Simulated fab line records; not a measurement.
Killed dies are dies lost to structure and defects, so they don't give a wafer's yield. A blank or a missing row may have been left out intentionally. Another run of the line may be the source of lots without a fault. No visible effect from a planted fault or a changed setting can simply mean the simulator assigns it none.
Split-lot study / flow sfq-line / route with 325 steps; 5 lots, 23 wafers read

== ABOUT THE SPLIT ==
At SFQ_TRILAYER_M5_ETCH_METAL_ETCH_126 (etches Nb in Cl2/BCl3, stops on SiO2, time 203.2 s, target depth 265 nm), the setting time-s was moved away from the recipe's 203.2 s on 8 of the 23 wafers read, by -5.0% to +15.0%. All remaining wafers had this setting at the recipe value.

The reading comes from the split's own step.

== THE READING ==
M5.feature-depth-nm (the simulator's own value, which no gauge read), in nm, at SFQ_TRILAYER_M5_ETCH_METAL_ETCH_126 (etches Nb in Cl2/BCl3, stops on SiO2, time 203.2 s, target depth 265 nm). The file gives no usual value for it. Here, 15 wafers ran the recipe; their average is 162.2 nm with a standard deviation of 0.64 nm.

wafer=L074.1; tool, chamber at the split=rie-metal-02, 0; time-s as run, s=233.7; against the recipe=+15.0%; M5.feature-depth-nm, nm=165.8; against lot-mates on the recipe=+3.4
wafer=L074.2; tool, chamber at the split=rie-metal-02, 1; time-s as run, s=203.2; against the recipe=recipe; M5.feature-depth-nm, nm=162.4; against lot-mates on the recipe=-
wafer=L074.4; tool, chamber at the split=rie-metal-02, 1; time-s as run, s=233.7; against the recipe=+15.0%; M5.feature-depth-nm, nm=166.2; against lot-mates on the recipe=+3.8
wafer=L074.5; tool, chamber at the split=rie-metal-02, 0; time-s as run, s=203.2; against the recipe=recipe; M5.feature-depth-nm, nm=162.3; against lot-mates on the recipe=-
wafer=L074.6; tool, chamber at the split=rie-metal-02, 1; time-s as run, s=233.7; against the recipe=+15.0%; M5.feature-depth-nm, nm=166.1; against lot-mates on the recipe=+3.7
wafer=L077.4; tool, chamber at the split=rie-metal-03, 0; time-s as run, s=203.2; against the recipe=recipe; M5.feature-depth-nm, nm=161.9; against lot-mates on the recipe=-
wafer=L077.5; tool, chamber at the split=rie-metal-03, 1; time-s as run, s=203.2; against the recipe=recipe; M5.feature-depth-nm, nm=162.7; against lot-mates on the recipe=-
wafer=L077.6; tool, chamber at the split=rie-metal-03, 0; time-s as run, s=203.2; against the recipe=recipe; M5.feature-depth-nm, nm=162.3; against lot-mates on the recipe=-
wafer=L078.1; tool, chamber at the split=rie-metal-03, 0; time-s as run, s=203.2; against the recipe=recipe; M5.feature-depth-nm, nm=162.7; against lot-mates on the recipe=-
wafer=L078.2; tool, chamber at the split=rie-metal-03, 1; time-s as run, s=203.2; against the recipe=recipe; M5.feature-depth-nm, nm=161.3; against lot-mates on the recipe=-
wafer=L078.4; tool, chamber at the split=rie-metal-03, 1; time-s as run, s=203.2; against the recipe=recipe; M5.feature-depth-nm, nm=160.9; against lot-mates on the recipe=-
wafer=L078.5; tool, chamber at the split=rie-metal-03, 0; time-s as run, s=203.2; against the recipe=recipe; M5.feature-depth-nm, nm=162.3; against lot-mates on the recipe=-
wafer=L078.6; tool, chamber at the split=rie-metal-03, 1; time-s as run, s=203.2; against the recipe=recipe; M5.feature-depth-nm, nm=161.4; against lot-mates on the recipe=-
wafer=L080.1; tool, chamber at the split=rie-metal-03, 0; time-s as run, s=203.2; against the recipe=recipe; M5.feature-depth-nm, nm=162.5; against lot-mates on the recipe=-
wafer=L080.3; tool, chamber at the split=rie-metal-03, 1; time-s as run, s=203.2; against the recipe=recipe; M5.feature-depth-nm, nm=162.7; against lot-mates on the recipe=-
wafer=L080.4; tool, chamber at the split=rie-metal-03, 0; time-s as run, s=203.2; against the recipe=recipe; M5.feature-depth-nm, nm=161.8; against lot-mates on the recipe=-
wafer=L080.5; tool, chamber at the split=rie-metal-03, 0; time-s as run, s=193; against the recipe=-5.0%; M5.feature-depth-nm, nm=161.2; against lot-mates on the recipe=-1.1
wafer=L080.6; tool, chamber at the split=rie-metal-03, 1; time-s as run, s=193; against the recipe=-5.0%; M5.feature-depth-nm, nm=161.3; against lot-mates on the recipe=-1.0
wafer=L084.1; tool, chamber at the split=rie-metal-03, 1; time-s as run, s=216.3; against the recipe=+6.4%; M5.feature-depth-nm, nm=164.7; against lot-mates on the recipe=+1.6
wafer=L084.2; tool, chamber at the split=rie-metal-03, 0; time-s as run, s=216.3; against the recipe=+6.4%; M5.feature-depth-nm, nm=165.7; against lot-mates on the recipe=+2.6
wafer=L084.3; tool, chamber at the split=rie-metal-03, 1; time-s as run, s=203.2; against the recipe=recipe; M5.feature-depth-nm, nm=162.8; against lot-mates on the recipe=-
wafer=L084.5; tool, chamber at the split=rie-metal-03, 0; time-s as run, s=216.3; against the recipe=+6.4%; M5.feature-depth-nm, nm=165.5; against lot-mates on the recipe=+2.4
wafer=L084.6; tool, chamber at the split=rie-metal-03, 1; time-s as run, s=203.2; against the recipe=recipe; M5.feature-depth-nm, nm=163.4; against lot-mates on the recipe=-

THE FIT
A straight line over all 23 wafers: M5.feature-depth-nm changes by +0.272 nm for each +1% of time-s; r = +0.90; the points scatter about the line by 0.75 nm.
The same after taking each lot's own level away (the mean of its wafers on the recipe; 23 wafers): +0.253 nm for each +1%; r = +0.95; scatter 0.48 nm.
That fit puts the effect of the largest move of time-s on the reading at 3.8 nm.
The lots' own levels span 161.72 to 163.10 nm, that is 2.2 times the standard deviation above.
Hence the lot-to-lot level has little effect on the slope; both slopes agree.
Check: +4.02 nm against its lot-mates is what the line predicts for one of the wafers moved furthest among these (+15.0%) when that wafer is left out of the fit. It came out at +3.45 nm against them.

== THESE WAFERS: OTHER SPLITS ==
These wafers also went through other splits before the reading. Each is held against what the fit with the lots' levels taken away leaves over:
other split on the same wafers=SFQ_TRILAYER_JJ_CE_LITHO_COAT_119 spin-rpm; wafers away from the commonest value=11; r with M5.feature-depth-nm (lot level and that fit taken away)=+0.14
other split on the same wafers=SFQ_TRILAYER_JJ_CE_BARC_OPEN_RIE_150 pressure-mtorr; wafers away from the commonest value=18; r with M5.feature-depth-nm (lot level and that fit taken away)=-0.19
other split on the same wafers=SFQ_TRILAYER_M5_LITHO_COAT_128 resist-thk-nm; wafers away from the commonest value=5; r with M5.feature-depth-nm (lot level and that fit taken away)=+0.09

== THE WHOLE CHAIN: every reading that the file lists as answering this split, in the file's order ==
step=SFQ_TRILAYER_M5_ETCH_METAL_ETCH_126; what it does=etches Nb in Cl2/BCl3, stops on SiO2, time 203.2 s, target depth 265 nm; reading=KrF_of_TRILAYER_M5_LITHO_COAT_123.thk-nm (the simulator's own value, which no gauge read); change (the file's fit)=-1.42 nm for each +1% of the setting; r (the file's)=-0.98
step=SFQ_TRILAYER_M5_ETCH_METAL_ETCH_126; what it does=etches Nb in Cl2/BCl3, stops on SiO2, time 203.2 s, target depth 265 nm; reading=SiO2_of_TRILAYER_I4_DEP_PECVD_099.thk-nm (the simulator's own value, which no gauge read); change (the file's fit)=-0.225 nm for each +1% of the setting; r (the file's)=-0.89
step=SFQ_TRILAYER_M5_ETCH_METAL_ETCH_126; what it does=etches Nb in Cl2/BCl3, stops on SiO2, time 203.2 s, target depth 265 nm; reading=M5.feature-depth-nm (the simulator's own value, which no gauge read); change (the file's fit)=+0.255 nm for each +1% of the setting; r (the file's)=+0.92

== FILE'S OWN FIT ==
M5.feature-depth-nm changes by +0.255 nm for each +1% of time-s, r = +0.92.
